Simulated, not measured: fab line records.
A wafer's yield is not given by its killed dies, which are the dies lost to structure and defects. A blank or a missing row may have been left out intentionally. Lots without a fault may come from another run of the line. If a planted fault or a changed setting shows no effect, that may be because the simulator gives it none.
Comparing a struck lot with a sound one | flow sky130 | 15 steps out of a route of 708
Sound: these wafers, L507.1, L507.4, L507.5. The struck wafers were L513.1, L513.2, L513.5. Last of all comes the cause.
For every step that has rows: the tool of each side, followed by ch and its chambers, followed by its first start. Under that, the readings that differ: sound wafers | struck wafers | difference of the means | sigmas: that difference in standard deviations of wafers without a fault.
alike: words and numbers the same on both sides, and readings whose means are apart by under 2 such deviations; not compared: readings that were withheld, readings missing a value for some wafer, numbers with overlapping values and no deviation given by the record, and bounds like >300 which may hide the same value.
The two part at a step that has a row with sigmas, a row that says differs or no value, or rows on one side only. Numbers that don't overlap but have no deviation are shown without sigmas and don't part them. Lack of a reading on every wafer of one side parts them only where that side has two or more wafers.

first, 3 steps without rows for these wafers: SKY_SD_P_EXPOSE_04 (exposes mask PSDM, target cd 380 nm); SKY_SD_P_PEB_05; SKY_SD_P_DEVELOP_06 (develop time 60 s).
SKY_SD_P_CD_MEAS_07: target cd 380 nm.
  sound: cd sem-02 at day 25 15:16; struck: cd sem-01 at day 28 06:30
  alike: cd nm
SKY_SD_P_OVL_MEAS_08:
  sound: overlay-02 at day 25 15:23; struck: overlay-01 at day 28 06:37
  alike: SD_P_OVL
after that, 1 step had no rows for these wafers: SKY_SD_P_IMPLANT_09.
SKY_SD_P_STRIP_10: strips in O2/N2.
  sound on plasma asher-02 ch 0,1, day 25 15:35; struck on plasma asher-02 ch 0,1, day 28 06:49
  alike: drypump motor current A, oes product au, strip time to endpoint s
  not compared: rf hours counter h
SKY_SD_P_TW_MEAS_11:
  sound: film metro-01 at day 25 15:41; struck: film metro-04 at day 28 06:55
  alike: SD_P_TW
then, 4 steps without rows for these wafers: SKY_RES_XHIGH_DEHYDRATE_00 (time 60 s); SKY_RES_XHIGH_HMDS_01 (prime time 60 s); SKY_RES_XHIGH_COAT_02 (resist thk 1140 nm); SKY_RES_XHIGH_SOFTBAKE_03 (time 60 s).
SKY_RES_XHIGH_EXPOSE_04: exposes mask URPM, target cd 1270 nm.
  sound on iline stepper-01 ch 0, day 26 06:47; struck on iline stepper-01 ch 0, day 28 20:13
  reading              | sound                | struck               | difference | sigmas
  exposure dose mJ cm2 | 140.24 140.03 139.86 | 122.05 122.48 122.09 | -17.84     | -99 or more
  alike: mask
after that, 1 step had no rows for these wafers: SKY_RES_XHIGH_PEB_05.
-- here the record skips 19 days between the struck wafers' starts before and after, leaving off in module RES_XHIGH and picking up in module PAD_OPEN (first step shown: number 708 of the route) --
SKY_PAD_OPEN_PROBE_99:
  sound: prober-02 at day 45 21:55; struck: prober-02 at day 47 15:26
  alike: killed_at_M0_to_M3, killed_at_M4_up, killed at contacts, killed at front end, killed at other, killed dies, killed open, killed short

== WHERE THEY PART ==
Only at SKY_RES_XHIGH_EXPOSE_04, within this record. Later steps at which nothing parts them and some readings are alike: SKY_PAD_OPEN_PROBE_99.

WHY: what the simulator had put in
Drift in process parameters on iline stepper-01 at SKY_RES_XHIGH_EXPOSE_04, starting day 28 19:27. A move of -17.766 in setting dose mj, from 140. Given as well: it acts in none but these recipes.
